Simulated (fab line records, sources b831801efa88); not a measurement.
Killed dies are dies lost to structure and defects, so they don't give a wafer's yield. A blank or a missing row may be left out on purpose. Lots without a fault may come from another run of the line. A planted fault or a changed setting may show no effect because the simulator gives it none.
Which tool did it? | flow gf180mcu | 14 lots, 42 wafers sampled, at 2 steps of a route of 602

WHAT THE GAUGES READ, wafer by wafer
GF_CONTACT_THK_MEAS_01. Usual: CONTACT_CVD_00_THK 299.1 nm, standard deviation 2.9.
lot  | measured     | on            | CONTACT_CVD_00_THK (nm) | flag
L774 | day 15 03:04 | film_metro-01 | 303.9 298.2 295.6       |
L775 | day 15 13:35 | film_metro-04 | 296.7 299.1 294.1       |
L776 | day 15 22:37 | film_metro-04 | 302.3 298.4 299.5       |
L777 | day 16 07:55 | film_metro-04 | 299.6 302.7 301.5       |
L778 | day 16 11:07 | film_metro-04 | 294.3 294.2 294.4       |
L779 | day 17 14:55 | film_metro-04 | 297.4 296.1 295.7       |
L782 | day 17 23:59 | film_metro-04 | 296.9 299.3 300.1       |
L785 | day 19 02:36 | film_metro-03 | 299.7 300.8 295.8       |
L786 | day 19 13:13 | film_metro-04 | 301.6 304.6 305.2       |
L787 | day 19 20:25 | film_metro-03 | 299.7 303.7 299.9       |
L788 | day 20 08:27 | film_metro-04 | 302.9 148.4 151.8       | OFF
L789 | day 20 14:10 | film_metro-03 | 298.6 298.8 298.9       |
L790 | day 21 00:35 | film_metro-01 | 152.3 303.4 303.0       | OFF
L791 | day 24 07:37 | film_metro-03 | 299.7 303.5 299.8       |

WHICH TOOL RAN EACH LOT (tool, then ch and the chambers of the sampled wafers, then the start)
lot  | GF_CONTACT_CVD_00
L774 | hdpcvd-02 ch 0,1,2, day 15 03:01
L775 | hdpcvd-01 ch 0,1,2, day 15 13:31
L776 | hdpcvd-02 ch 0,2, day 15 22:35
L777 | hdpcvd-01 ch 0,2, day 16 07:52
L778 | hdpcvd-01 ch 0,1, day 16 11:04
L779 | hdpcvd-01 ch 0,1,2, day 17 14:53
L782 | hdpcvd-02 ch 1,2, day 17 23:56
L785 | hdpcvd-02 ch 0,1, day 19 02:33
L786 | hdpcvd-02 ch 0,1, day 19 13:10
L787 | hdpcvd-01 ch 1,2, day 19 20:22
L788 | hdpcvd-02 ch 0,1, day 20 08:25
L789 | hdpcvd-01 ch 0,1, day 20 14:07
L790 | hdpcvd-02 ch 0,1,2, day 21 00:30
L791 | hdpcvd-01 ch 0,1, day 24 07:35
- GF_CONTACT_CVD_00: deposits SiO2, target thk 300 nm, time 50 s.

WHAT THE TOOLS THEMSELVES READ (means of the sampled wafers that have a number; where no wafer has one, the mark that the record gives instead)
GF_CONTACT_CVD_00. Usual: sih4_flow_sccm 59.98 sccm, standard deviation 0.18; susceptor_temp_C 399.98 C, standard deviation 0.22.
lot  | tool      | sih4_flow_sccm (sccm) | susceptor_temp_C (C) | flag
L774 | hdpcvd-02 | 59.95                 | 400.00               |
L775 | hdpcvd-01 | 59.95                 | 400.03               |
L776 | hdpcvd-02 | 59.98                 | 399.96               |
L777 | hdpcvd-01 | 60.06                 | 400.17               |
L778 | hdpcvd-01 | 60.02                 | 399.95               |
L779 | hdpcvd-01 | 59.86                 | 400.06               |
L782 | hdpcvd-02 | 60.09                 | 399.92               |
L785 | hdpcvd-02 | 59.98                 | 399.82               |
L786 | hdpcvd-02 | 60.03                 | 400.02               |
L787 | hdpcvd-01 | 60.08                 | 399.88               |
L788 | hdpcvd-02 | 40.22                 | 399.75               | OFF
L789 | hdpcvd-01 | 60.01                 | 399.77               |
L790 | hdpcvd-02 | 49.87                 | 400.04               | OFF
L791 | hdpcvd-01 | 60.02                 | 399.83               |

THE ANSWER, worked out from the rows above alone
Rule: a lot is off if the mean of its wafers that have a number lies more than 3 standard deviations from the usual mean. A lot without any number at a reading at which 4 lots or more have one is off too. The other lots that the step has rows for count as sound. The gauges are gone through in route order, then the tools' own readings, and for those a lot's mean is taken as printed above. The first step at which some lot is off is used, and at that step the reading that is off furthest; a lot without a number counts as furthest.
Off: L788, L790, at GF_CONTACT_THK_MEAS_01 (CONTACT_CVD_00_THK).
A tool fits if, at a process step before that reading, it ran every lot that is off, and no sound lot after the first of them. The gauges at GF_CONTACT_THK_MEAS_01 aren't tried: what is off there is off at GF_CONTACT_CVD_00 too, on other tools, and a gauge's error can't cause that. One fits: hdpcvd-02 at GF_CONTACT_CVD_00. Its last sound lot is L786 (day 19 13:10), its first lot that is off L788 (day 20 08:25): a fault that began between those two fits.
The tool's own readings at GF_CONTACT_CVD_00 bear it out: on the lots that are off they differ by more than 5 times the standard deviation of the sound lots' means. sih4_flow_sccm reads 45.05 sccm there against 60.00 sccm on the sound lots.

WHAT THE SIMULATOR HAD PUT IN
Process parameter drift: hdpcvd-02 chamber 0, from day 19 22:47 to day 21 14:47, at GF_CONTACT_CVD_00. Setting sih4_flow_sccm, moved by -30, from 60. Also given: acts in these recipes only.
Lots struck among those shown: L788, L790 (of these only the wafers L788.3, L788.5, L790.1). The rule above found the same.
